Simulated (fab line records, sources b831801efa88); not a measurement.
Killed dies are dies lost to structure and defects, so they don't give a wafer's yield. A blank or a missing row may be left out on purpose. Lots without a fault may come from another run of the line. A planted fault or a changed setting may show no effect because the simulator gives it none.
Chamber matching | flow sky130 | SKY_VIA3_ETCH_15 on rie_diel-04: 4 sister chambers
The step etches SiO2 in C4F8/O2/Ar, stops on TiN, target depth 507 nm, time 78 s. 8 wafers are shown with their chamber, then 9 later ones without.

WAFERS WITH THEIR CHAMBER
wafer  | chamber | chamber_pressure_mTorr (mTorr) | oes_product_au (a.u.)
L470.5 | 3       | 40.02                          | 0.951
L470.6 | 2       | 39.94                          | 0.952
L473.1 | 3       | 39.97                          | 0.944
L473.2 | 1       | 40.04                          | 0.948
L473.6 | 1       | 40.00                          | 0.943
L474.3 | 0       | 39.99                          | 0.938
L474.5 | 0       | 39.98                          | 0.952
L474.6 | 2       | 40.00                          | 0.945

WAFERS WITHOUT THEIR CHAMBER
wafer  | chamber_pressure_mTorr (mTorr) | oes_product_au (a.u.)
L475.2 | 39.91                          | 0.937
L475.4 | 39.99                          | 0.947
L475.5 | 39.99                          | 0.939
L476.3 | 40.00                          | 0.939
L476.4 | 40.03                          | 0.943
L476.6 | 39.98                          | 0.943
L484.2 | 40.06                          | 0.944
L484.5 | 39.99                          | 0.949
L484.6 | 39.97                          | 0.956

WHICH CHAMBER EACH WENT THROUGH
wafer  | from the rows above               | in truth
L475.2 | can't be placed: 2 or 0 or 3 or 1 | 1
L475.4 | can't be placed: 3 or 0 or 2 or 1 | 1
L475.5 | can't be placed: 0 or 3 or 1 or 2 | 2
L476.3 | can't be placed: 0 or 1 or 3 or 2 | 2
L476.4 | can't be placed: 1 or 3 or 0 or 2 | 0
L476.6 | can't be placed: 0 or 3 or 2 or 1 | 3
L484.2 | can't be placed: 1 or 3 or 0 or 2 | 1
L484.5 | can't be placed: 3 or 2 or 0 or 1 | 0
L484.6 | can't be placed: 2 or 3 or 0 or 1 | 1
Placed correctly: 0 of 9. Can't be placed from these rows: 9 (the true chamber is among the candidates in 9). Placed wrongly: 0.
How it was worked out, from the rows above alone: a wafer's distance from a chamber is the root of the sum, over the readings, of the square of ((its reading less the chamber's mean) divided by the reading's scatter). The wafer belongs to the nearest chamber; if the next one is less than 2 further off, it can't be placed. A chamber's mean is the mean of its shown wafers. The scatter: the root of (the sum of the squares of (reading less its chamber's mean) over the shown wafers, divided by (wafers less chambers)).
